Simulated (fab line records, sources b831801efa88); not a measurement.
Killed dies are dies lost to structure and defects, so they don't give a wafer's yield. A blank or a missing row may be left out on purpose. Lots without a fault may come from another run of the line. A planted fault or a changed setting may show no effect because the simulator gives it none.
One fault seen from 2 desks | flow sfq_line | each desk has only its own numbers; what lay behind them comes last

THE TOOL OWNER'S DESK: pecvd-04
The tool's own readings at SFQ_TRILAYER_A5B_DEP_PECVD_129 (deposits SiO2 from SiH4/N2O, time 133.33 s, target thk 600 nm): means of the sampled wafers that have a number, for each lot that ran on this tool. A lot is out of limits, marked OUT, if its mean lies more than 4 standard deviations from the usual mean; the brackets give that distance.
Columns: A = heater_power_outer_w at SFQ_TRILAYER_A5B_DEP_PECVD_129, usual 34 W; B = heater_power_w at SFQ_TRILAYER_A5B_DEP_PECVD_129, usual 91 W; C = rf_fwd_power_W at SFQ_TRILAYER_A5B_DEP_PECVD_129, usual 182.4 W; D = throttle_valve_pct at SFQ_TRILAYER_A5B_DEP_PECVD_129, usual 24.5 %
lot  | first seen here | A  | B  | C               | D
L269 | day 58 17:08    | 31 | 82 | 182.6           | 24.3
L275 | day 61 22:38    | 35 | 95 | 182.2           | 23.9
L277 | day 62 20:14    | 30 | 82 | 182.3           | 24.7
L278 | day 63 01:53    | 27 | 77 | 172.5 (-16) OUT | 24.3
L280 | day 64 04:07    | 33 | 86 | 172.3 (-16) OUT | 24.5
L283 | day 64 12:10    | 30 | 83 | 172.5 (-16) OUT | 24.0
This desk's finding: out of limits on L278, L280, L283; first on L278, day 63 01:53 (rf_fwd_power_W at SFQ_TRILAYER_A5B_DEP_PECVD_129). In limits: L269, L275, L277.

THE METROLOGY DESK
What the gauges read, lot by lot, whatever tool the lot ran on: means of the sampled wafers that have a number. A lot is out of limits, marked OUT, if its mean lies more than 4 standard deviations from the usual mean; the brackets give that distance.
Columns: A = I4_BOW at SFQ_I4_BOW_MEAS_927, usual 5 um; B = R5_OVL at SFQ_R5_OVL_MEAS_935, usual -3 nm
lot  | first seen here | A  | B
L269 | day 42 00:22    | -1 | -9
L270 | day 42 13:06    | 4  | -1
L271 | day 43 11:49    | 5  | -5
L273 | day 44 17:48    | 16 | 5
L274 | day 45 08:16    | 18 | 3
L275 | day 45 20:26    | 12 | 1
L277 | day 52 07:43    | 1  | 3
L278 | day 52 13:44    | 6  | -8
L280 | day 53 16:11    | 16 | -15
L282 | day 54 02:28    | 3  | 1
L283 | day 54 04:40    | 18 | -7
L287 | day 54 13:40    | 7  | 3
L288 | day 54 16:41    | 1  | -6
L290 | day 54 20:29    | -4 | -2
L292 | day 55 01:40    | 7  | -3
This desk's finding: nothing out of limits on any of the 15 lots.

PUT TOGETHER
The tool owner's desk could have raised an alarm at day 63 01:53, on L278, L280, L283.
The metrology desk saw nothing out of limits.
The metrology desk has L278, L280, L283 on record, within its limits.
Of the lots named, all ran SFQ_TRILAYER_A5B_DEP_PECVD_129 on pecvd-04.

WHAT THE SIMULATOR HAD PUT IN
Process parameter drift: pecvd-04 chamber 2, from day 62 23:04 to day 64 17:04, at SFQ_TRILAYER_A5B_DEP_PECVD_129. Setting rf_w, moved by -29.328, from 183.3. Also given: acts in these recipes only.
Lots struck among those shown: L278, L280, L283.
Hours from the fault's start to each desk's first reading out of limits: the tool owner's desk, 3.
